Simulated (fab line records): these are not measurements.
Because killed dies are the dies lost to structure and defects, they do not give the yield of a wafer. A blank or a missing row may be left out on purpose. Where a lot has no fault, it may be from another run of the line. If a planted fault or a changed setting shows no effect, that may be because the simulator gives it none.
fab line records ; flow sky130
record: lots: 13; wafers: 39; last_day: 50
route steps=708 shown CONTACT@424 VIA3@588 CAP2M@606 PASSIVATION@683 PAD_OPEN@708
lots with no fault: from the same line, run without faults
start_h: hours from the record's opening day to when the first of the lot's shown wafers began ; wait_h: hours from the lot's prior step to this one ; " the same as in the row above ; L1.1+2: a single row standing in for several wafers ; - no value, or no start was given ; * or withheld: withheld ; < > ~ a bound
route shown NAME@n: NAME is a module with steps in the file, n the number in the route of the first one ; usual: mean/standard deviation taken from wafers without a fault ; same: alike in all rows ; chamber/n: place in a boat ; sites: per-site readings ; _std_site: standard deviation across them ; _edge_site: outer sites' mean less inner sites' ; radius_mm: for every site, how far away it sits from the centre of the wafer ; mask NAME#n: copy n ; behind: the most recent tool/chamber to have shaped the wafer ; hold: cause of the lot's hold/its duration in hours/its outcome ; device: names the non-switching transistor (n, p or np) ; end of line: the same wafers' tests at the end of the route ; a step given without rows: its recipe and nothing more ; killed: at the first sort, the dies lost to defects and structure; wafer yield is something else ; map: per-die view of a wafer (x killed, . not killed, _ where there is no die)
set.NAME: the setting that was run; set.NAME@STEP: the one run at that earlier step ; model.NAME: the simulator's own value behind a step, which no gauge read
one table for each step of the route and one row for each wafer, over a sample of lots
services: when a tool's chamber went out of use (start_h, in hours from the record's first day, below 0 if earlier), for how many hours, and the reason
== steps ==
step: SKY_CONTACT_ETCH_18
recipe: target: Si3N4; chemistry: CHF3/O2; stop_on: TiN; source_w: 600; bias_w: 200; pressure_mtorr: 40; chf3_flow_sccm: 50; O2_flow_sccm: 5; time_s: 39; target_depth_a: 750
usual: O2_flow_sccm: 5.000/0.015; chamber_pressure_mTorr: 40.00/0.036; drypump_motor_current_A: 5.7/0.46; oes_product_au: 0.857/0.0084; throttle_valve_pct: 8.794/0.0083
lot.wafer;tool;chamber;start_h;wait_h;O2_flow_sccm;chamber_pressure_mTorr;drypump_motor_current_A;oes_product_au;rf_hours_counter_h;throttle_valve_pct
L180.1;rie_diel-04;1;741;-;5.006;40.05;6.3;0.849;21;8.792
L180.2;rie_diel-04;0;741;-;4.987;39.98;5.7;0.863;10;8.796
L180.5;rie_diel-04;1;741;-;4.980;39.99;6.3;0.867;-;8.796
L181.2;rie_diel-04;2;750;-;4.988;40.05;6.3;0.839;11;8.785
L181.3;rie_diel-04;0;750;-;4.993;39.96;5.7;0.865;10;8.788
L181.4;rie_diel-04;1;750;-;4.998;40.00;6.3;0.859;21;8.804
L185.2;rie_diel-04;0;779;-;5.010;39.93;5.7;0.856;11;8.791
L185.4;rie_diel-04;1;779;-;5.020;40.01;6.3;0.864;22;8.810
L185.5;rie_diel-04;1;779;-;5.001;40.01;6.3;0.872;-;8.797
L186.3;rie_diel-04;2;793;-;4.975;39.91;6.3;0.845;12;8.788
L186.4;rie_diel-04;0;793;-;5.015;40.02;5.7;0.858;11;8.789
L186.5;rie_diel-04;2;793;-;4.999;39.96;6.3;0.854;-;8.784
L187.3;rie_diel-02;2;803;-;4.998;40.04;5.3;0.863;6;8.798
L187.4;rie_diel-02;1;803;-;5.019;40.01;5.6;0.856;6;8.805
L187.6;rie_diel-02;0;803;-;5.031;39.97;6.3;0.864;-;8.798
L188.2;rie_diel-04;3;810;-;5.008;40.02;5.8;0.857;5;8.791
L188.3;rie_diel-04;1;810;-;4.989;39.96;6.3;0.853;23;8.791
L188.5;rie_diel-04;1;810;-;4.996;40.01;6.3;0.854;-;8.800
L189.1;rie_diel-04;2;825;-;4.999;39.98;6.3;0.841;13;8.787
L189.5;rie_diel-04;3;825;-;4.995;39.96;5.9;0.860;-;8.798
L189.6;rie_diel-04;2;825;-;5.023;39.96;6.3;0.852;-;8.796
L191.1;rie_diel-02;3;838;-;5.004;39.99;5.7;0.856;6;8.797
L191.4;rie_diel-02;0;838;-;5.027;39.97;6.3;0.864;10;8.788
L191.6;rie_diel-02;2;838;-;5.023;40.01;5.3;0.864;-;8.794
L192.1;rie_diel-02;3;840;-;4.996;39.93;5.7;0.837;6;8.787
L192.3;rie_diel-02;1;840;-;4.987;39.95;5.6;0.858;7;8.782
L192.5;rie_diel-02;3;840;-;5.020;39.94;5.7;0.862;-;8.786
L193.1;rie_diel-02;2;846;-;4.986;40.06;5.2;0.851;7;8.787
L193.3;rie_diel-02;3;846;-;4.985;39.98;5.7;0.857;6;8.795
L193.6;rie_diel-02;2;846;-;5.010;39.96;5.3;0.851;-;8.786
L198.1;rie_diel-02;3;881;-;5.022;40.00;5.7;0.855;7;8.782
L198.2;rie_diel-02;0;881;-;5.009;40.00;6.3;0.866;12;8.802
L198.4;rie_diel-02;2;881;-;4.983;40.07;5.3;0.854;8;8.785
L200.2;rie_diel-02;0;891;-;4.957;40.05;6.3;0.864;12;8.803
L200.3;rie_diel-02;1;891;-;5.014;39.96;5.5;0.855;10;8.813
L200.5;rie_diel-02;0;891;-;4.991;40.06;6.3;0.862;-;8.770
L199.1;rie_diel-02;1;893;-;4.982;39.99;5.6;0.858;10;8.804
L199.2;rie_diel-02;2;893;-;4.971;40.03;5.2;0.848;9;8.803
L199.6;rie_diel-02;0;893;-;5.002;39.97;6.3;0.862;-;8.809
step: SKY_VIA3_ETCH_15
recipe: target: SiO2; chemistry: C4F8/O2/Ar; target_depth_nm: 507; stop_on: TiN; mask_material: KrF-thick; source_w: 1500; bias_w: 1173; pressure_mtorr: 40; c4f8_flow_sccm: withheld; O2_flow_sccm: 6; Ar_flow_sccm: 300; time_s: 78
usual: chamber_pressure_mTorr: 40.00/0.037; oes_product_au: 0.946/0.0051
lot.wafer;tool;chamber;start_h;wait_h;chamber_pressure_mTorr;oes_product_au
L180.1;rie_diel-02;1;939.18;0.0;39.99;0.945
L180.2;rie_diel-02;3;939.18;0.0;39.96;0.947
L180.5;rie_diel-02;0;939.18;0.0;40.02;0.955
L181.2;rie_diel-03;2;945.14;0.0;39.96;0.938
L181.3;rie_diel-03;1;945.14;0.0;40.09;0.950
L181.4;rie_diel-03;2;945.14;0.0;39.99;0.940
L185.2;rie_diel-04;3;971.45;0.0;39.96;0.949
L185.4;rie_diel-04;2;971.45;0.0;40.03;0.938
L185.5;rie_diel-04;0;971.45;0.0;39.94;0.941
L186.3;rie_diel-03;2;983.20;0.0;39.94;0.953
L186.4;rie_diel-03;1;983.20;0.0;40.03;0.947
L186.5;rie_diel-03;0;983.20;0.0;39.97;0.945
L187.3;rie_diel-02;1;992.84;0.0;40.04;0.945
L187.4;rie_diel-02;0;992.84;0.0;39.98;0.949
L187.6;rie_diel-02;1;992.84;0.0;40.07;0.946
L188.2;rie_diel-02;0;998.44;0.0;40.03;0.940
L188.3;rie_diel-02;2;998.44;0.0;39.99;0.954
L188.5;rie_diel-02;3;998.44;0.0;40.02;0.942
L189.1;rie_diel-02;3;1013.10;0.0;40.12;0.946
L189.5;rie_diel-02;1;1013.10;0.0;40.03;0.944
L189.6;rie_diel-02;2;1013.10;0.0;40.04;0.946
L191.1;rie_diel-04;0;1023.00;0.0;40.02;0.946
L191.4;rie_diel-04;1;1023.00;0.0;40.04;0.945
L191.6;rie_diel-04;2;1023.00;0.0;40.03;0.945
L192.1;rie_diel-03;2;1023.85;0.0;39.97;0.948
L192.3;rie_diel-03;1;1023.85;0.0;39.94;0.936
L192.5;rie_diel-03;1;1023.85;0.0;40.03;0.941
L193.1;rie_diel-03;1;1030.45;0.0;39.96;0.939
L193.3;rie_diel-03;3;1030.45;0.0;40.04;0.946
L193.6;rie_diel-03;0;1030.45;0.0;40.02;0.944
L198.1;rie_diel-04;0;1061.95;0.0;39.94;0.946
L198.2;rie_diel-04;1;1061.95;0.0;39.99;0.948
L198.4;rie_diel-04;3;1061.95;0.0;39.99;0.944
L200.2;rie_diel-04;0;1067.50;0.0;39.98;0.947
L200.3;rie_diel-04;3;1067.50;0.0;40.02;0.957
L200.5;rie_diel-04;1;1067.50;0.0;40.03;0.944
L199.1;rie_diel-04;3;1070.13;0.0;39.96;0.937
L199.2;rie_diel-04;0;1070.13;0.0;40.00;0.939
L199.6;rie_diel-04;1;1070.13;0.0;40.07;0.949
step: SKY_CAP2M_RS_MEAS_03
recipe: thk_meas_gauge: four-point-probe; reads: TiN_of_CAP2M_SPUTTER_02
usual: CAP2M_TIN_RS: 6.93/0.1
lot.wafer;tool;chamber;start_h;wait_h;CAP2M_TIN_RS[ohm/sq]
L180.1;film_metro-03;-;940.87;0.1;7.01
L180.2;film_metro-03;-;940.87;0.1;6.88
L180.5;film_metro-03;-;940.87;0.1;6.90
L181.2;film_metro-04;-;946.92;0.1;7.06
L181.3;film_metro-04;-;946.92;0.1;6.90
L181.4;film_metro-04;-;946.92;0.1;7.04
L185.2;film_metro-02;-;973.22;0.1;6.86
L185.4;film_metro-02;-;973.22;0.1;6.80
L185.5;film_metro-02;-;973.22;0.1;6.83
L186.3;film_metro-04;-;984.93;0.1;6.88
L186.4;film_metro-04;-;984.93;0.1;6.97
L186.5;film_metro-04;-;984.93;0.1;6.95
L187.3;film_metro-02;-;994.55;0.1;6.79
L187.4;film_metro-02;-;994.55;0.1;6.80
L187.6;film_metro-02;-;994.55;0.1;6.73
L188.2;film_metro-04;-;1000.14;0.1;6.94
L188.3;film_metro-04;-;1000.14;0.1;7.09
L188.5;film_metro-04;-;1000.14;0.1;6.95
L189.1;film_metro-03;-;1014.80;0.1;7.03
L189.5;film_metro-03;-;1014.80;0.1;6.98
L189.6;film_metro-03;-;1014.80;0.1;6.92
L191.1;film_metro-03;-;1024.67;0.1;6.86
L191.4;film_metro-03;-;1024.67;0.1;6.92
L191.6;film_metro-03;-;1024.67;0.1;6.88
L192.1;film_metro-03;-;1025.51;0.1;7.03
L192.3;film_metro-03;-;1025.51;0.1;7.12
L192.5;film_metro-03;-;1025.51;0.1;6.96
L193.1;film_metro-04;-;1032.19;0.1;6.85
L193.3;film_metro-04;-;1032.19;0.1;7.07
L193.6;film_metro-04;-;1032.19;0.1;6.86
L198.1;film_metro-02;-;1063.87;0.1;6.74
L198.2;film_metro-02;-;1063.87;0.1;6.86
L198.4;film_metro-02;-;1063.87;0.1;7.00
L200.2;film_metro-02;-;1069.18;0.1;6.81
L200.3;film_metro-02;-;1069.18;0.1;6.87
L200.5;film_metro-02;-;1069.18;0.1;6.95
L199.1;film_metro-03;-;1072.16;0.1;6.92
L199.2;film_metro-03;-;1072.16;0.1;6.85
L199.6;film_metro-03;-;1072.16;0.1;6.79
step: SKY_PASSIVATION_CVD_02
recipe: material: Si3N4; target_thk_nm: 540; temp_c: 400; time_s: withheld; rf_w: 450
usual: heater_power_w: 753/84
lot.wafer;tool;chamber;start_h;wait_h;heater_power_w
L180.1;pecvd-02;2;1039.46;0.1;855
L180.2;pecvd-02;0;1039.46;0.1;673
L180.5;pecvd-02;2;1039.46;0.1;720
L181.2;pecvd-01;1;1045.89;0.0;816
L181.3;pecvd-01;0;1045.89;0.0;612
L181.4;pecvd-01;0;1045.89;0.0;645
L185.2;pecvd-02;2;1069.35;0.0;768
L185.4;pecvd-02;2;1069.35;0.0;820
L185.5;pecvd-02;1;1069.35;0.0;679
L186.3;pecvd-01;2;1078.95;0.0;749
L186.4;pecvd-01;1;1078.95;0.0;735
L186.5;pecvd-01;2;1078.95;0.0;787
L187.3;pecvd-01;1;1088.75;0.0;693
L187.4;pecvd-01;2;1088.75;0.0;783
L187.6;pecvd-01;0;1088.75;0.0;683
L188.2;pecvd-02;0;1094.29;0.0;650
L188.3;pecvd-02;1;1094.29;0.0;818
L188.5;pecvd-02;2;1094.29;0.0;787
L189.1;pecvd-02;0;1107.25;0.1;548
L189.5;pecvd-02;0;1107.25;0.1;622
L189.6;pecvd-02;1;1107.25;0.1;768
L191.1;pecvd-03;1;1114.94;0.1;768
L191.4;pecvd-03;1;1114.94;0.1;774
L191.6;pecvd-03;0;1114.94;0.1;852
L192.1;pecvd-02;1;1115.36;0.1;793
L192.3;pecvd-02;1;1115.36;0.1;805
L192.5;pecvd-02;2;1115.36;0.1;882
L193.1;pecvd-02;2;1123.05;0.1;746
L193.3;pecvd-02;1;1123.05;0.1;828
L193.6;pecvd-02;2;1123.05;0.1;821
L198.1;pecvd-01;2;1151.44;0.1;818
L198.2;pecvd-01;1;1151.44;0.1;779
L198.4;pecvd-01;2;1151.44;0.1;827
L200.2;pecvd-01;1;1154.55;0.0;680
L200.3;pecvd-01;2;1154.55;0.0;854
L200.5;pecvd-01;0;1154.55;0.0;676
L199.1;pecvd-03;0;1155.34;0.1;894
L199.2;pecvd-03;1;1155.34;0.1;790
L199.6;pecvd-03;0;1155.34;0.1;734
step: SKY_PAD_OPEN_PROBE_99
usual: killed_at_M0_to_M3: 43/7.5; killed_at_M4_up: 3.2/1.9; killed_at_contacts: 24/4.9; killed_at_front_end: 15/4.3; killed_at_other: 0.4/0.72; killed_dies: 86/9.1; killed_open: 47/6.5; killed_short: 39/6.5
same: gross_dies: 492; killed_at_back_side: 0
lot.wafer;tool;chamber;start_h;wait_h;killed_at_M0_to_M3;killed_at_M4_up;killed_at_contacts;killed_at_front_end;killed_at_other;killed_dies;killed_open;killed_short
L200.2;prober-01;-;1191.16;0.1;38;4;78;12;0;132;44;24
L200.3;prober-01;-;1191.21;0.2;48;2;22;13;0;85;46;39
L200.5;prober-01;-;1191.31;0.2;26;1;86;17;0;130;25;33
L199.1;prober-02;-;1192.61;0.1;49;5;21;19;1;95;52;43
L199.2;prober-02;-;1192.66;0.1;36;3;29;20;0;88;47;41
L199.6;prober-02;-;1192.86;0.2;42;4;83;12;0;141;39;39
killed by level:class
L200.2 CONTACT:unspecified=64 VIA1:geometric_particle:open=12 VIA3:geometric_particle:open=6 POLY_GATE:geometric_particle:open=5 FIELD_ISO:geometric_particle:open=4 CONTACT:geometric_particle:short=4 METAL2:geometric_particle:short=4 VIA2:geometric_particle:open=4
L200.3 VIA1:geometric_particle:open=9 VIA2:geometric_particle:open=9 LI_CONTACT:geometric_particle:open=7 CONTACT:geometric_particle:open=7 VIA1:geometric_particle:short=7 LOCAL_INTERCONNECT:geometric_particle:short=5 METAL1:geometric_particle:short=5 METAL2:geometric_particle:short=5
L200.5 CONTACT:unspecified=72 FIELD_ISO:geometric_particle:short=5 CONTACT:geometric_particle:open=5 VIA1:geometric_particle:short=5 FIELD_ISO:geometric_particle:open=4 LI_CONTACT:geometric_particle:open=4 METAL1:geometric_particle:short=4 VIA1:geometric_particle:open=4
L199.1 METAL1:geometric_particle:short=10 CONTACT:geometric_particle:open=9 VIA2:geometric_particle:open=9 VIA1:geometric_particle:open=8 VIA3:geometric_particle:open=8 FIELD_ISO:geometric_particle:short=6 FIELD_ISO:geometric_particle:open=5 METAL2:geometric_particle:short=4
L199.2 CONTACT:geometric_particle:open=11 VIA1:geometric_particle:open=7 FIELD_ISO:geometric_particle:short=6 METAL1:geometric_particle:short=6 FIELD_ISO:geometric_particle:open=5 LI_CONTACT:geometric_particle:short=5 LI_CONTACT:geometric_particle:open=5 LOCAL_INTERCONNECT:geometric_particle:short=5
L199.6 CONTACT:unspecified=63 VIA3:geometric_particle:short=7 VIA3:geometric_particle:open=7 METAL2:geometric_particle:short=6 CONTACT:geometric_particle:open=6 VIA2:geometric_particle:open=6 LI_CONTACT:geometric_particle:open=5 CONTACT:geometric_particle:short=5
== services ==
tool;chamber;start_h;hours;kind
rie_diel-04;1;717.81;20.0;repair
rie_diel-02;1;748.85;5.5;repair
pecvd-02;-;766.33;2.8;pm
pecvd-02;0;784.16;3.7;repair
rie_diel-02;-;816.25;2.8;pm
pecvd-01;-;832.76;1.7;repair
rie_diel-04;-;890.00;14.6;pm
pecvd-02;-;905.29;0.5;repair
rie_diel-04;3;906.95;4.3;repair
rie_diel-02;0;908.17;13.9;repair
pecvd-02;2;918.42;7.6;repair
rie_diel-02;-;941.85;5.4;repair
rie_diel-02;-;952.03;15.6;pm
pecvd-02;2;962.12;23.1;repair
pecvd-01;-;970.98;1.9;repair
rie_diel-04;0;983.83;3.4;repair
pecvd-01;1;993.43;2.9;repair
pecvd-02;1;1007.07;7.6;repair
pecvd-01;0;1036.01;7.7;repair
rie_diel-02;1;1040.84;7.5;repair
rie_diel-04;-;1055.89;2.8;pm
rie_diel-04;0;1117.95;10.0;repair
pecvd-02;0;1148.11;2.0;repair
rie_diel-04;2;1151.74;3.8;repair
== key ==
first_sign: step: SKY_PAD_OPEN_PROBE_99; reading: killed_at_contacts; direction: up; sigmas: 12; usual: 24; struck: 82
effect: step: SKY_PAD_OPEN_PROBE_99; reading: killed_dies; direction: up; sigmas: 5.3; usual: 86; struck: 134
met_at SKY_CONTACT_ETCH_18
struck_lots L199,L200
struck_wafers L199.6,L200.2,L200.5
tester_left_out L199,L200
not_acting_at SKY_VIA3_ETCH_15,SKY_CAP2M_RS_MEAS_03,SKY_PASSIVATION_CVD_02
onset_between 881 891
fault: kind: chamber_particle_source; tool: rie_diel-02; chamber: 0; onset_h: 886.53; steps: SKY_CONTACT_ETCH_18; rate_per_visit_cm2: 2.2135; end_h: 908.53
tester_left_out: of these lots the tester's yield and bins aren't shown, on N5 and GAA mostly nor the transistor test; their killed dies are dies lost to structure and defects alone, not to doping, threshold or leakage, so they don't give the yield
